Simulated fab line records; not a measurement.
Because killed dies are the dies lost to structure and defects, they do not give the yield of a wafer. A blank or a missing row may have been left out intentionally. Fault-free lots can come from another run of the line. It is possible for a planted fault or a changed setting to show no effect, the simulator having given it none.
Lot-split experiment / flow gf180mcu / 5 lots, 23 wafers read, on a route of 602 steps

SPLIT DETAILS
At GF_V3_CMP_04 (polishes SiO2), the setting leave-above-ref-nm was moved away from the recipe's 632.5 nm on 11 of the 23 wafers read, by -3.0% to +5.8%. The other wafers ran this setting at the recipe's value.

There is no step in the file separating the split from the reading.

THE READING
oes-product-au, in a.u., at GF_V3_ETCH_17 (etches SiO2 in C4F8/O2/Ar, stops on TiN, target depth 635 nm). Fault-free wafers of this fab line usually give 0.856 a.u., standard deviation 0.0052 a.u.

wafer=L074.2; tool, chamber at the split=cmp-01, 0; leave-above-ref-nm as run, nm=669.5; against the recipe=+5.8%; oes-product-au, a.u.=0.885; against lot-mates on the recipe=+0.030
wafer=L074.3; tool, chamber at the split=cmp-01, 1; leave-above-ref-nm as run, nm=632.5; against the recipe=recipe; oes-product-au, a.u.=0.853; against lot-mates on the recipe=-
wafer=L074.4; tool, chamber at the split=cmp-01, 3; leave-above-ref-nm as run, nm=632.5; against the recipe=recipe; oes-product-au, a.u.=0.856; against lot-mates on the recipe=-
wafer=L074.5; tool, chamber at the split=cmp-01, 3; leave-above-ref-nm as run, nm=669.5; against the recipe=+5.8%; oes-product-au, a.u.=0.892; against lot-mates on the recipe=+0.037
wafer=L074.6; tool, chamber at the split=cmp-01, 2; leave-above-ref-nm as run, nm=669.5; against the recipe=+5.8%; oes-product-au, a.u.=0.891; against lot-mates on the recipe=+0.036
wafer=L075.1; tool, chamber at the split=cmp-01, 3; leave-above-ref-nm as run, nm=632.5; against the recipe=recipe; oes-product-au, a.u.=0.858; against lot-mates on the recipe=-
wafer=L075.2; tool, chamber at the split=cmp-01, 2; leave-above-ref-nm as run, nm=616.5; against the recipe=-2.5%; oes-product-au, a.u.=0.831; against lot-mates on the recipe=-0.026
wafer=L075.3; tool, chamber at the split=cmp-01, 0; leave-above-ref-nm as run, nm=616.5; against the recipe=-2.5%; oes-product-au, a.u.=0.846; against lot-mates on the recipe=-0.011
wafer=L075.4; tool, chamber at the split=cmp-01, 1; leave-above-ref-nm as run, nm=632.5; against the recipe=recipe; oes-product-au, a.u.=0.855; against lot-mates on the recipe=-
wafer=L075.5; tool, chamber at the split=cmp-01, 2; leave-above-ref-nm as run, nm=616.5; against the recipe=-2.5%; oes-product-au, a.u.=0.838; against lot-mates on the recipe=-0.019
wafer=L076.2; tool, chamber at the split=cmp-01, 3; leave-above-ref-nm as run, nm=632.5; against the recipe=recipe; oes-product-au, a.u.=0.851; against lot-mates on the recipe=-
wafer=L076.5; tool, chamber at the split=cmp-01, 3; leave-above-ref-nm as run, nm=632.5; against the recipe=recipe; oes-product-au, a.u.=0.855; against lot-mates on the recipe=-
wafer=L076.6; tool, chamber at the split=cmp-01, 0; leave-above-ref-nm as run, nm=632.5; against the recipe=recipe; oes-product-au, a.u.=0.863; against lot-mates on the recipe=-
wafer=L080.1; tool, chamber at the split=cmp-02, 2; leave-above-ref-nm as run, nm=657; against the recipe=+3.9%; oes-product-au, a.u.=0.868; against lot-mates on the recipe=+0.013
wafer=L080.2; tool, chamber at the split=cmp-02, 3; leave-above-ref-nm as run, nm=657; against the recipe=+3.9%; oes-product-au, a.u.=0.879; against lot-mates on the recipe=+0.024
wafer=L080.3; tool, chamber at the split=cmp-02, 1; leave-above-ref-nm as run, nm=632.5; against the recipe=recipe; oes-product-au, a.u.=0.859; against lot-mates on the recipe=-
wafer=L080.4; tool, chamber at the split=cmp-02, 0; leave-above-ref-nm as run, nm=657; against the recipe=+3.9%; oes-product-au, a.u.=0.878; against lot-mates on the recipe=+0.023
wafer=L080.5; tool, chamber at the split=cmp-02, 1; leave-above-ref-nm as run, nm=632.5; against the recipe=recipe; oes-product-au, a.u.=0.852; against lot-mates on the recipe=-
wafer=L085.1; tool, chamber at the split=cmp-02, 3; leave-above-ref-nm as run, nm=613.8; against the recipe=-3.0%; oes-product-au, a.u.=0.847; against lot-mates on the recipe=-0.005
wafer=L085.2; tool, chamber at the split=cmp-02, 1; leave-above-ref-nm as run, nm=613.8; against the recipe=-3.0%; oes-product-au, a.u.=0.834; against lot-mates on the recipe=-0.018
wafer=L085.4; tool, chamber at the split=cmp-02, 0; leave-above-ref-nm as run, nm=632.5; against the recipe=recipe; oes-product-au, a.u.=0.856; against lot-mates on the recipe=-
wafer=L085.5; tool, chamber at the split=cmp-02, 3; leave-above-ref-nm as run, nm=632.5; against the recipe=recipe; oes-product-au, a.u.=0.842; against lot-mates on the recipe=-
wafer=L085.6; tool, chamber at the split=cmp-02, 0; leave-above-ref-nm as run, nm=632.5; against the recipe=recipe; oes-product-au, a.u.=0.858; against lot-mates on the recipe=-

FIT RESULTS
A straight line over all 23 wafers: oes-product-au changes by +0.00571 a.u. for each +1% of leave-above-ref-nm; r = +0.95; the points scatter about the line by 0.0055 a.u.
The same after taking each lot's own level away (the mean of its wafers on the recipe; 23 wafers): +0.00567 a.u. for each +1%; r = +0.94; scatter 0.0057 a.u.
That fit puts the effect of the largest move of leave-above-ref-nm on the reading at 0.033 a.u.
The lots' own levels span 0.8520 to 0.8565 a.u., that is 0.9 times the standard deviation above.
Hence the lot-to-lot level has little effect on the slope; both slopes agree.
Check: with one of the wafers moved furthest among these (+5.8%) left out of the fit, the line predicts +0.0337 a.u. for it against its lot-mates. It came out at +0.0305 a.u. against them.

FURTHER SPLITS ON THESE WAFERS
Note: prior to the reading, these wafers also went through further splits. Each is held against what the fit with the lots' levels taken away leaves over:
other split on the same wafers=GF_V2_CVD_23 temp-c; wafers away from the commonest value=7; r with oes-product-au (lot level and that fit taken away)=+0.17
other split on the same wafers=GF_M3_SPUTTER_04 chamber-pressure-pa; wafers away from the commonest value=10; r with oes-product-au (lot level and that fit taken away)=-0.22
other split on the same wafers=GF_M3_COAT_09 resist-thk-nm; wafers away from the commonest value=10; r with oes-product-au (lot level and that fit taken away)=-0.10
other split on the same wafers=GF_M3_STRIP_17 platen-temp-c; wafers away from the commonest value=10; r with oes-product-au (lot level and that fit taken away)=-0.15

THE WHOLE CHAIN: every reading that the file lists as answering this split, in the file's order
step=GF_V3_CMP_04; what it does=polishes SiO2; reading=SiO2_of_V3_CVD_02.thk-nm (the simulator's own value, which no gauge read); change (the file's fit)=+6.21 nm for each +1% of the setting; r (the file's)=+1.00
step=GF_V3_ETCH_17; what it does=etches SiO2 in C4F8/O2/Ar, stops on TiN, target depth 635 nm; reading=oes-product-au; change (the file's fit)=+0.00557 a.u. for each +1% of the setting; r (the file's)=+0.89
step=GF_V3_ETCH_17; what it does=etches SiO2 in C4F8/O2/Ar, stops on TiN, target depth 635 nm; reading=V3.feature-depth-nm (the simulator's own value, which no gauge read); change (the file's fit)=+6.22 nm for each +1% of the setting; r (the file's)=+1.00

THE FILE'S OWN FIT
oes-product-au changes by +0.00557 a.u. for each +1% of leave-above-ref-nm, r = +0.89.
